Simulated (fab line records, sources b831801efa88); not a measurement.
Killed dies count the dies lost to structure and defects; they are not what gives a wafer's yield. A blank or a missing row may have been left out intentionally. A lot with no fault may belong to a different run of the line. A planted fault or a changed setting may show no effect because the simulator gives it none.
fab line records	flow gf180mcu
record: lots: 6	wafers: 16	last_day: 34
route steps=602 shown POLY_GATE@158 HV_LDD@176 NSD@262 PSD@263
lots untouched by any fault: they come from a run of this same line in which no faults occurred
start_h: start of the lot's first displayed wafer, in hours after the record's first day	wait_h: hours from the lot's prior step to this one	" same as the row above	L1.1+2: several wafers, shown together as one row	- value missing, or start not given	* or withheld: withheld	< > ~ a bound
route shown NAME@n: names a module that has steps shown in the file, with the first one's number in the route	usual: mean/standard deviation of fault-free wafers	same: alike in all rows	chamber/n: place in a boat	sites: per-site readings	_std_site: the standard deviation of these	_edge_site: inner sites' mean taken away from outer sites' mean	radius_mm: how far each site lies from the wafer's centre	mask NAME#n: copy n	behind: tool/chamber where the wafer was last shaped	hold: what put the lot on hold/how long, in hours/how the hold closed	device: names the non-switching transistor (n, p or np)	end of line: tests run on the same wafers once the route is complete	where a step has no rows: the recipe by itself	killed: not the wafer's yield, but the dies lost to structure and defects at the first sort	map: a wafer's dies, marking killed ones x, the rest . and places with no die _
set.NAME: the run value of the setting; set.NAME@STEP: its run value at that earlier step	model.NAME: the simulator's own value behind a step, which no gauge read
certain route steps with their lots: each step a table, each wafer a row
services: the hour from which a tool's chamber was out of use, counted from the record's first day as start_h (under 0 if before that day), plus the number of hours and why
== steps ==
step: GF_POLY_GATE_THK_MEAS_01
recipe: reads: poly-Si_of_POLY_GATE_CVD_00
usual: POLY_GATE_CVD_00_THK: 199.6/2
lot.wafer	tool	chamber	start_h	wait_h	POLY_GATE_CVD_00_THK[nm]
L973.1	film_metro-01	-	179.95	0.0	201.3
L973.2	"	-	"	"	202.0
L973.5	"	-	"	"	202.3
L983.2	film_metro-03	-	248.19	0.0	200.0
L983.3	"	-	"	"	199.5
L983.5	"	-	"	"	200.3
L986.3	film_metro-03	-	270.15	0.0	200.4
L986.5	"	-	"	"	201.8
L988.3	film_metro-03	-	286.94	0.0	199.4
L988.4	"	-	"	"	199.3
L995.3	film_metro-01	-	330.65	0.0	201.1
L995.5	"	-	"	"	199.5
L995.6	"	-	"	"	200.3
L996.3	film_metro-01	-	336.41	0.0	201.0
L996.4	"	-	"	"	202.1
L996.5	"	-	"	"	201.5
step: GF_POLY_GATE_DEHYDRATE_02
recipe: temp_c: 200	time_s: 60
step: GF_POLY_GATE_HMDS_03
recipe: prime_time_s: 60	prime_temp_c: 120
step: GF_POLY_GATE_COAT_04
recipe: resist: BARC	temp_c: withheld	time_s: withheld	spin_rpm: withheld	resist_thk_nm: withheld
step: GF_POLY_GATE_COAT_05
recipe: resist: KrF	spin_rpm: withheld	resist_thk_nm: 700
step: GF_POLY_GATE_SOFTBAKE_06
recipe: temp_c: 130	time_s: 60	resist: KrF
step: GF_POLY_GATE_EXPOSE_07
recipe: mask_id: Poly2	target_cd_nm: 280	na: 0.68	source_shape: conventional	sigma_outer: 0.6	dose_mj: 28
step: GF_POLY_GATE_PEB_08
recipe: peb_temp_c: 135	peb_time_s: 90	resist: KrF
step: GF_POLY_GATE_DEVELOP_09
recipe: develop_time_s: 60	resist: KrF	dev_temp_c: 21
step: GF_POLY_GATE_CD_MEAS_10
recipe: target_cd_nm: 280
usual: cd_nm: 280.3/1.3
lot.wafer	tool	chamber	start_h	wait_h	cd_nm
L973.1	cd_sem-02	-	196.24	0.1	279.4
L973.2	"	-	"	"	280.3
L973.5	"	-	"	"	280.9
L983.2	cd_sem-02	-	266.99	0.1	283.2
L983.3	"	-	"	"	283.2
L983.5	"	-	"	"	283.2
L986.3	cd_sem-01	-	289.71	0.1	279.4
L986.5	"	-	"	"	279.7
L988.3	cd_sem-02	-	306.11	0.1	281.2
L988.4	"	-	"	"	281.0
L995.3	cd_sem-02	-	352.33	0.2	278.7
L995.5	"	-	"	"	278.7
L995.6	"	-	"	"	278.3
L996.3	cd_sem-02	-	357.66	0.1	278.6
L996.4	"	-	"	"	278.2
L996.5	"	-	"	"	279.6
step: GF_POLY_GATE_OVL_MEAS_11
usual: POLY_GATE_OVL: 4/5.3
lot.wafer	tool	chamber	start_h	wait_h	POLY_GATE_OVL[nm]
L973.1	overlay-02	-	196.36	0.1	6
L973.2	"	-	"	"	2
L973.5	"	-	"	"	4
L983.2	overlay-01	-	267.10	0.1	-12
L983.3	"	-	"	"	-2
L983.5	"	-	"	"	-3
L986.3	overlay-01	-	289.80	0.1	0
L986.5	"	-	"	"	-1
L988.3	overlay-01	-	306.20	0.1	-7
L988.4	"	-	"	"	-3
L995.3	overlay-01	-	352.42	0.1	0
L995.5	"	-	"	"	6
L995.6	"	-	"	"	1
L996.3	overlay-01	-	357.75	0.1	10
L996.4	"	-	"	"	6
L996.5	"	-	"	"	10
step: GF_POLY_GATE_ETCH_12
recipe: chemistry: N2/H2	target_depth_a: withheld	overetch_a: withheld	time_s: withheld	target: BARC	ion_energy_ev: 200	source_w: 500	bias_w: 100	pressure_mtorr: 30	n2_flow_sccm: 100	h2_flow_sccm: 200
usual: drypump_motor_current_A: 5.7/0.43	oes_product_au: 0.735/0.0048	throttle_valve_pct: 13.216/0.0085
lot.wafer	tool	chamber	start_h	wait_h	drypump_motor_current_A	oes_product_au	throttle_valve_pct
L973.1	rie_diel-04	1	196.40	0.0	5.4	0.739	13.220
L973.2	"	2	"	"	5.7	0.730	13.221
L973.5	"	0	"	"	5.3	0.728	13.235
L983.2	rie_diel-02	0	267.13	0.0	6.5	0.729	13.227
L983.3	"	0	"	"	6.5	0.739	13.213
L983.5	"	3	"	"	5.6	0.733	13.204
L986.3	rie_diel-02	1	289.83	0.0	5.0	0.732	13.221
L986.5	"	1	"	"	5.0	0.738	13.215
L988.3	rie_diel-01	1	306.23	0.0	5.8	0.742	13.218
L988.4	"	2	"	"	5.7	0.734	13.212
L995.3	rie_diel-01	1	352.45	0.0	5.8	0.725	13.200
L995.5	"	3	"	"	6.5	0.735	13.210
L995.6	"	2	"	"	5.8	0.739	13.222
L996.3	rie_diel-04	2	357.77	0.0	5.7	0.734	13.223
L996.4	"	1	"	"	5.4	0.734	13.213
L996.5	"	0	"	"	5.3	0.737	13.207
step: GF_POLY_GATE_ETCH_13
recipe: target: poly-Si	target_depth_nm: 198.5	stop_on: SiO2	over_etch_frac: 0.403	chemistry: HBr/Cl2	icp_w: 400	bias_w: 100	pressure_mtorr: 10	HBr_flow_sccm: 150	Cl2_flow_sccm: 50	time_s: 69.6
usual: drypump_motor_current_A: 5.7/0.39	oes_product_au: 0.990/0.008	run_length_s: 97.9/0.39	throttle_valve_pct: 33.684/0.0093
lot.wafer	tool	chamber	start_h	wait_h	drypump_motor_current_A	oes_product_au	rf_hours_counter_h	run_length_s	throttle_valve_pct	model.etch.depth_nm	model.POLY_GATE.feature_depth_nm
L973.1	rie_si-01	0	196.45	-	5.5	1.004	2	97.5	33.698	201.1	201.1
L973.2	"	1	"	"	5.3	1.005	80	97.2	33.703	202.1	202.1
L973.5	"	1	"	"	5.3	1.005	-	97.9	33.679	202.3	202.3
L983.2	rie_si-01	2	267.21	-	6.1	0.999	49	98.0	33.675	200.2	200.2
L983.3	"	3	"	"	6.7	0.991	80	98.1	33.701	199.4	199.4
L983.5	"	3	"	"	6.7	0.991	-	98.2	33.692	200.4	200.4
L986.3	rie_si-01	1	289.88	-	5.3	1.007	81	95.2	33.683	193.7	193.7
L986.5	"	1	"	"	5.3	0.998	-	97.3	33.678	201.3	201.3
L988.3	rie_si-01	0	306.28	-	5.5	1.011	3	95.3	33.685	194.6	194.6
L988.4	"	1	"	"	5.3	1.006	-	94.9	33.689	194.5	194.5
L995.3	rie_si-02	0	352.50	-	6.0	0.989	3	98.4	33.694	198.2	198.2
L995.5	"	3	"	"	5.6	0.995	-	98.0	33.686	199.4	199.4
L995.6	"	2	"	"	5.3	0.979	-	97.9	33.679	197.3	197.3
L996.3	rie_si-02	3	357.82	-	5.6	0.999	1	98.1	33.672	199.1	199.1
L996.4	"	2	"	"	5.3	1.000	48	97.4	33.689	197.8	197.8
L996.5	"	0	"	"	6.0	0.986	-	98.0	33.698	197.3	197.3
step: GF_POLY_GATE_STRIP_14
recipe: chemistry: O2/N2	power_w: 1400	pressure_mtorr: 1500	platen_temp_c: 250	o2_flow_sccm: 3000	n2_flow_sccm: 300	overash_fraction: 0.5
usual: drypump_motor_current_A: 5.69/0.29	heater_power_w: 367/57	oes_product_au: 0.505/0.0048
lot.wafer	tool	chamber	start_h	wait_h	drypump_motor_current_A	heater_power_w	oes_product_au	rf_hours_counter_h
L973.1	plasma_asher-01	1	196.50	0.0	6.21	342	0.504	53
L973.2	"	0	"	"	5.54	473	0.499	53
L973.5	"	0	"	"	5.56	468	0.500	-
L983.2	plasma_asher-03	0	267.26	0.0	5.80	327	0.503	49
L983.3	"	0	"	"	5.78	331	0.507	-
L983.5	"	0	"	"	5.78	335	0.502	-
L986.3	plasma_asher-01	1	289.97	0.1	6.22	341	0.507	-
L986.5	"	0	"	"	5.55	473	0.505	-
L988.3	plasma_asher-01	1	306.37	0.1	6.22	334	0.509	-
L988.4	"	0	"	"	5.55	461	0.497	-
L995.3	plasma_asher-04	0	352.59	0.1	5.63	319	0.503	-
L995.5	"	0	"	"	5.65	319	0.503	-
L995.6	"	1	"	"	5.39	380	0.511	-
L996.3	plasma_asher-03	0	357.91	0.1	5.78	325	0.503	-
L996.4	"	1	"	"	5.48	314	0.508	-
L996.5	"	0	"	"	5.79	327	0.510	-
step: GF_POLY_GATE_CLEAN_15
recipe: chemistry: SC1/SC2	mix: 1:4:20	temp_c: 70	time_s: 150	dry: n2_spin
step: GF_POLY_GATE_OXIDATION_16
recipe: temp_c: 850	ambient: O2	stabilise_s: 600	purge_s: 300	target_thk_a: 40	ox_time_s: 899
step: GF_POLY_GATE_THK_MEAS_17
recipe: reads: SiO2_of_POLY_GATE_OXIDATION_16
usual: POLY_GATE_OXIDATION_THK: 3.98/0.081
lot.wafer	tool	chamber	start_h	wait_h	POLY_GATE_OXIDATION_THK[nm]
L973.1	film_metro-03	-	199.32	0.0	4.10
L973.2	"	-	"	"	4.05
L973.5	"	-	"	"	4.05
L983.2	film_metro-03	-	269.17	0.0	3.89
L983.3	"	-	"	"	3.82
L983.5	"	-	"	"	3.92
L986.3	film_metro-01	-	291.36	0.0	3.90
L986.5	"	-	"	"	3.85
L988.3	film_metro-01	-	308.30	0.0	4.09
L988.4	"	-	"	"	4.02
L995.3	film_metro-03	-	354.06	0.0	3.97
L995.5	"	-	"	"	3.77
L995.6	"	-	"	"	3.96
L996.3	film_metro-01	-	359.30	0.0	4.04
L996.4	"	-	"	"	3.91
L996.5	"	-	"	"	3.96
step: GF_POLY_GATE_CD_MEAS_18
usual: cd_nm: 280.5/1.8
lot.wafer	tool	chamber	start_h	wait_h	cd_nm
L973.1	cd_sem-01	-	199.38	0.1	281.6
L973.2	"	-	"	"	279.9
L973.5	"	-	"	"	279.7
L983.2	cd_sem-01	-	269.25	0.1	283.7
L983.3	"	-	"	"	283.0
L983.5	"	-	"	"	281.7
L986.3	cd_sem-01	-	291.46	0.1	280.5
L986.5	"	-	"	"	280.4
L988.3	cd_sem-02	-	308.40	0.1	281.6
L988.4	"	-	"	"	283.0
L995.3	cd_sem-02	-	354.16	0.1	277.1
L995.5	"	-	"	"	278.7
L995.6	"	-	"	"	279.1
L996.3	cd_sem-01	-	359.39	0.1	278.4
L996.4	"	-	"	"	279.4
L996.5	"	-	"	"	277.6
step: GF_HV_LDD_DEHYDRATE_00
recipe: temp_c: 200	time_s: 60
step: GF_HV_LDD_HMDS_01
recipe: prime_time_s: 60	prime_temp_c: 120
step: GF_HV_LDD_COAT_02
recipe: resist: NOVOLAK	spin_rpm: 3000	resist_thk_nm: 1000
step: GF_HV_LDD_SOFTBAKE_03
recipe: temp_c: 90	time_s: 60	resist: NOVOLAK
step: GF_HV_LDD_EXPOSE_04
recipe: mask_id: Nplus_LV_AREA	target_cd_nm: 400	na: 0.6	source_shape: conventional	sigma_outer: 0.6	dose_mj: 140
step: GF_HV_LDD_PEB_05
recipe: temp_c: withheld	time_s: *	resist: NOVOLAK
step: GF_HV_LDD_DEVELOP_06
recipe: develop_time_s: 60	dev_temp_c: 23
step: GF_HV_LDD_CD_MEAS_07
recipe: target_cd_nm: 400
usual: cd_nm: 399.9/2.8
lot.wafer	tool	chamber	start_h	wait_h	cd_nm
L973.1	cd_sem-01	-	216.19	0.1	401.1
L973.2	"	-	"	"	403.0
L973.5	"	-	"	"	401.2
L983.2	cd_sem-01	-	288.90	0.1	396.6
L983.3	"	-	"	"	395.1
L983.5	"	-	"	"	397.3
L986.3	cd_sem-01	-	311.08	0.1	399.8
L986.5	"	-	"	"	401.0
L988.3	cd_sem-01	-	329.17	0.1	398.6
L988.4	"	-	"	"	398.5
L995.3	cd_sem-01	-	376.87	0.1	398.2
L995.5	"	-	"	"	399.9
L995.6	"	-	"	"	401.4
L996.3	cd_sem-01	-	381.63	0.1	400.3
L996.4	"	-	"	"	400.6
L996.5	"	-	"	"	400.4
step: GF_HV_LDD_OVL_MEAS_08
usual: HV_LDD_OVL: -2.8/1.4
lot.wafer	tool	chamber	start_h	wait_h	HV_LDD_OVL[nm]
L973.1	overlay-02	-	216.31	0.1	-4.9
L973.2	"	-	"	"	-4.5
L973.5	"	-	"	"	-3.7
L983.2	overlay-02	-	289.00	0.1	-1.9
L983.3	"	-	"	"	-3.1
L983.5	"	-	"	"	-1.2
L986.3	overlay-02	-	311.17	0.1	-3.1
L986.5	"	-	"	"	-2.7
L988.3	overlay-01	-	329.26	0.1	-2.7
L988.4	"	-	"	"	-2.4
L995.3	overlay-01	-	376.96	0.1	-3.8
L995.5	"	-	"	"	-2.5
L995.6	"	-	"	"	-2.1
L996.3	overlay-02	-	381.72	0.1	-2.7
L996.4	"	-	"	"	-1.7
L996.5	"	-	"	"	-2.3
step: GF_HV_LDD_IMPLANT_09
recipe: species: As	energy_kev: 40	dose_cm2: 1e+14	tilt_deg: 7
step: GF_HV_LDD_STRIP_10
recipe: chemistry: O2/N2	power_w: 1400	pressure_mtorr: 1500	platen_temp_c: 250	o2_flow_sccm: 3000	n2_flow_sccm: 300	overash_fraction: 0.5
usual: drypump_motor_current_A: 5.7/0.33	heater_power_w: 366/62	oes_product_au: 0.716/0.0047	strip_time_to_endpoint_s: 12.64/0.035
lot.wafer	tool	chamber	start_h	wait_h	drypump_motor_current_A	heater_power_w	oes_product_au	rf_hours_counter_h	strip_time_to_endpoint_s
L973.1	plasma_asher-01	1	216.50	0.1	6.2	347	0.711	55	12.59
L973.2	"	0	"	"	5.5	468	0.720	55	12.58
L973.5	"	1	"	"	6.2	336	0.712	-	12.64
L983.2	plasma_asher-04	0	289.18	0.1	5.7	308	0.712	19	12.58
L983.3	"	0	"	"	5.6	321	0.715	-	12.59
L983.5	"	1	"	"	5.4	379	0.713	-	12.61
L986.3	plasma_asher-01	1	311.38	0.1	6.2	332	0.718	-	12.62
L986.5	"	0	"	"	5.5	473	0.720	-	12.64
L988.3	plasma_asher-01	1	329.47	0.1	6.2	338	0.705	-	12.60
L988.4	"	0	"	"	5.5	461	0.715	-	12.63
L995.3	plasma_asher-01	0	377.17	0.1	5.5	469	0.714	-	12.62
L995.5	"	0	"	"	5.6	463	0.713	-	12.69
L995.6	"	1	"	"	6.2	338	0.714	-	12.64
L996.3	plasma_asher-04	0	381.93	0.1	5.6	324	0.710	-	12.63
L996.4	"	1	"	"	5.4	398	0.707	-	12.60
L996.5	"	1	"	"	5.4	376	0.709	-	12.58
step: GF_HV_LDD_TW_MEAS_11
usual: HV_LDD_TW: 2428/13
lot.wafer	tool	chamber	start_h	wait_h	HV_LDD_TW
L973.1	film_metro-03	-	216.60	0.1	2445
L973.2	"	-	"	"	2437
L973.5	"	-	"	"	2437
L983.2	film_metro-03	-	289.29	0.1	2434
L983.3	"	-	"	"	2446
L983.5	"	-	"	"	2442
L986.3	film_metro-03	-	311.47	0.1	2446
L986.5	"	-	"	"	2445
L988.3	film_metro-02	-	329.55	0.1	2416
L988.4	"	-	"	"	2408
L995.3	film_metro-03	-	377.25	0.1	2428
L995.5	"	-	"	"	2432
L995.6	"	-	"	"	2427
L996.3	film_metro-02	-	382.01	0.1	2445
L996.4	"	-	"	"	2430
L996.5	"	-	"	"	2437
step: GF_HV_LDD_DEHYDRATE_12
recipe: temp_c: 200	time_s: 60
step: GF_HV_LDD_HMDS_13
recipe: prime_time_s: 60	prime_temp_c: 120
step: GF_HV_LDD_COAT_14
recipe: resist: NOVOLAK	spin_rpm: 3000	resist_thk_nm: 1000
step: GF_HV_LDD_SOFTBAKE_15
recipe: temp_c: 90	time_s: 60	resist: NOVOLAK
step: GF_HV_LDD_EXPOSE_16
recipe: mask_id: Pplus_LV_AREA	target_cd_nm: 400	na: 0.6	source_shape: conventional	sigma_outer: 0.6	dose_mj: 140
step: GF_HV_LDD_PEB_17
recipe: temp_c: withheld	time_s: *	resist: NOVOLAK
step: GF_HV_LDD_DEVELOP_18
recipe: develop_time_s: 60	dev_temp_c: 23
step: GF_HV_LDD_CD_MEAS_19
recipe: target_cd_nm: 400
usual: cd_nm: 399.2/3
lot.wafer	tool	chamber	start_h	wait_h	cd_nm
L973.1	cd_sem-01	-	233.87	0.1	402.0
L973.2	"	-	"	"	401.1
L973.5	"	-	"	"	403.4
L983.2	cd_sem-02	-	308.81	0.1	399.5
L983.3	"	-	"	"	399.4
L983.5	"	-	"	"	399.5
L986.3	cd_sem-01	-	332.03	0.1	394.7
L986.5	"	-	"	"	398.5
L988.3	cd_sem-01	-	351.02	0.1	400.3
L988.4	"	-	"	"	399.7
L995.3	cd_sem-01	-	400.18	0.1	402.2
L995.5	"	-	"	"	400.3
L995.6	"	-	"	"	402.7
L996.3	cd_sem-02	-	404.68	0.1	395.6
L996.4	"	-	"	"	396.3
L996.5	"	-	"	"	398.4
step: GF_HV_LDD_OVL_MEAS_20
usual: HV_LDD_01_OVL: -0.4/1.4
lot.wafer	tool	chamber	start_h	wait_h	HV_LDD_01_OVL[nm]
L973.1	overlay-02	-	233.99	0.1	0.7
L973.2	"	-	"	"	0.9
L973.5	"	-	"	"	1.4
L983.2	overlay-02	-	308.92	0.1	0.3
L983.3	"	-	"	"	-0.3
L983.5	"	-	"	"	1.2
L986.3	overlay-01	-	332.12	0.1	-0.5
L986.5	"	-	"	"	-1.0
L988.3	overlay-01	-	351.11	0.1	-1.4
L988.4	"	-	"	"	0.5
L995.3	overlay-02	-	400.27	0.1	-2.8
L995.5	"	-	"	"	-2.6
L995.6	"	-	"	"	-1.3
L996.3	overlay-01	-	404.77	0.1	0.1
L996.4	"	-	"	"	-2.7
L996.5	"	-	"	"	-2.3
step: GF_HV_LDD_IMPLANT_21
recipe: species: BF2	energy_kev: 25	dose_cm2: 5e+13	tilt_deg: 7
step: GF_HV_LDD_STRIP_22
recipe: chemistry: O2/N2	power_w: 1400	pressure_mtorr: 1500	platen_temp_c: 250	o2_flow_sccm: 3000	n2_flow_sccm: 300	overash_fraction: 0.5
usual: drypump_motor_current_A: 5.7/0.33	heater_power_w: 355/58	oes_product_au: 0.716/0.0046	strip_time_to_endpoint_s: 12.65/0.041
lot.wafer	tool	chamber	start_h	wait_h	drypump_motor_current_A	heater_power_w	oes_product_au	rf_hours_counter_h	strip_time_to_endpoint_s
L973.1	plasma_asher-02	1	234.18	0.1	5.3	327	0.712	61	12.58
L973.2	"	0	"	"	6.0	299	0.712	61	12.57
L973.5	"	0	"	"	6.0	310	0.716	-	12.57
L983.2	plasma_asher-04	1	309.10	0.1	5.4	387	0.723	21	12.65
L983.3	"	1	"	"	5.4	393	0.705	-	12.62
L983.5	"	0	"	"	5.6	318	0.720	-	12.66
L986.3	plasma_asher-04	1	332.33	0.1	5.4	384	0.729	-	12.64
L986.5	"	1	"	"	5.4	382	0.703	-	12.60
L988.3	plasma_asher-04	1	351.32	0.1	5.4	376	0.720	-	12.60
L988.4	"	0	"	"	5.6	323	0.711	-	12.61
L995.3	plasma_asher-04	0	400.48	0.1	5.6	317	0.715	-	12.72
L995.5	"	0	"	"	5.7	315	0.715	-	12.76
L995.6	"	1	"	"	5.4	389	0.711	-	12.75
L996.3	plasma_asher-01	0	404.98	0.1	5.5	478	0.710	-	12.63
L996.4	"	1	"	"	6.2	338	0.717	-	12.58
L996.5	"	1	"	"	6.2	324	0.721	-	12.63
step: GF_HV_LDD_TW_MEAS_23
usual: HV_LDD_2_TW: 1065/5
lot.wafer	tool	chamber	start_h	wait_h	HV_LDD_2_TW
L973.1	film_metro-03	-	234.33	0.1	1067
L973.2	"	-	"	"	1066
L973.5	"	-	"	"	1065
L983.2	film_metro-02	-	309.21	0.1	1063
L983.3	"	-	"	"	1066
L983.5	"	-	"	"	1067
L986.3	film_metro-03	-	332.42	0.1	1069
L986.5	"	-	"	"	1070
L988.3	film_metro-03	-	351.40	0.1	1065
L988.4	"	-	"	"	1070
L995.3	film_metro-02	-	400.56	0.1	1063
L995.5	"	-	"	"	1061
L995.6	"	-	"	"	1064
L996.3	film_metro-03	-	405.06	0.1	1074
L996.4	"	-	"	"	1071
L996.5	"	-	"	"	1072
step: GF_PSD_RS_MEAS_14
recipe: thk_meas_gauge: four-point-probe
usual: NSD_RS: 46.10/0.082
lot.wafer	tool	chamber	start_h	wait_h	hold	NSD_RS[ohm/sq]
L973.1	film_metro-02	-	316.54	0.1	-	46.16
L973.2	"	-	"	"	-	46.20
L973.5	"	-	"	"	-	46.07
L983.2	film_metro-01	-	404.03	0.1	-	46.10
L983.3	"	-	"	"	-	46.21
L983.5	"	-	"	"	-	46.14
L986.3	film_metro-02	-	430.98	0.1	-	46.04
L986.5	"	-	"	"	-	46.15
L988.3	film_metro-02	-	449.20	0.1	await_dispo/0.2h/release	46.18
L988.4	"	-	"	"	await_dispo/0.2h/release	46.21
L988.3	film_metro-02	-	449.53	0.3	-	46.25
L988.4	"	-	"	"	-	46.16
L995.3	film_metro-04	-	502.22	0.1	-	46.20
L995.5	"	-	"	"	-	46.03
L995.6	"	-	"	"	-	46.15
L996.3	film_metro-01	-	506.35	0.1	-	46.00
L996.4	"	-	"	"	-	46.07
L996.5	"	-	"	"	-	46.02
step: GF_PSD_RS_MEAS_15
recipe: thk_meas_gauge: four-point-probe
usual: PSD_RS: 108.48/0.26
lot.wafer	tool	chamber	start_h	wait_h	hold	PSD_RS[ohm/sq]
L973.1	film_metro-02	-	316.66	0.1	-	109.04
L973.2	"	-	"	"	-	109.10
L973.5	"	-	"	"	-	108.48
L983.2	film_metro-01	-	404.15	0.1	-	108.70
L983.3	"	-	"	"	-	108.65
L983.5	"	-	"	"	-	108.62
L986.3	film_metro-02	-	431.10	0.1	-	108.12
L986.5	"	-	"	"	-	108.10
L988.3	film_metro-02	-	451.81	2.3	await_dispo/2.2h/release	108.93
L988.4	"	-	"	"	await_dispo/2.2h/release	108.56
L995.3	film_metro-04	-	502.34	0.1	-	108.67
L995.5	"	-	"	"	-	108.75
L995.6	"	-	"	"	-	109.00
L996.3	film_metro-01	-	506.47	0.1	-	108.30
L996.4	"	-	"	"	-	108.38
L996.5	"	-	"	"	-	108.29
== services ==
tool	chamber	start_h	hours	kind
plasma_asher-02	-	177.67	2.8	pm
rie_diel-01	2	198.27	8.0	repair
rie_diel-01	-	208.28	2.8	pm
rie_diel-02	1	228.66	3.4	repair
rie_diel-02	3	240.65	7.8	repair
rie_diel-04	1	243.35	27.0	repair
rie_diel-02	-	255.62	0.5	repair
rie_diel-01	1	259.64	6.7	repair
rie_diel-02	1	260.70	10.9	repair
rie_diel-02	2	263.30	48.7	repair
rie_si-02	1	275.73	1.9	repair
rie_diel-04	0	290.90	9.3	repair
rie_si-01	3	301.79	6.4	repair
rie_si-01	-	302.27	0.5	repair
rie_diel-04	-	308.07	14.6	pm
plasma_asher-04	-	316.61	6.9	repair
plasma_asher-03	-	332.04	0.8	repair
rie_diel-02	3	354.23	15.2	repair
rie_si-01	-	372.63	15.6	pm
plasma_asher-04	-	373.37	7.0	repair
rie_si-02	3	387.12	8.1	repair
rie_diel-04	0	387.29	15.7	repair
rie_si-01	3	398.87	6.7	repair
plasma_asher-03	-	402.16	1.2	repair
== key ==
first_sign: step: GF_POLY_GATE_ETCH_13	reading: run_length_s	direction: down	sigmas: 7.1	usual: *	struck: *
effect: step: GF_POLY_GATE_ETCH_13	reading: oes_product_au	direction: up	sigmas: 2.3	usual: 0.990	struck: 1.008
model_effect: step: GF_POLY_GATE_ETCH_13	value: etch.depth_nm	without: 199.5	struck: 194.3
met_at GF_POLY_GATE_ETCH_13
struck_wafers L986.3,L988.3,L988.4
tester_left_out L986,L988
onset_between 267.21 289.88
fault: kind: process_parameter_drift	tool: rie_si-01	chamber: -	onset_h: 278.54	steps: GF_POLY_GATE_ETCH_13	channel: time_s	offset: *	shape: step	end_h: 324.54	scope: struck_wafers_only	acts_in: *	stated: *
tester_left_out: of these lots the tester's yield and bins aren't shown, on N5 and GAA mostly nor the transistor test; their killed dies are dies lost to structure and defects alone, not to doping, threshold or leakage, so they don't give the yield
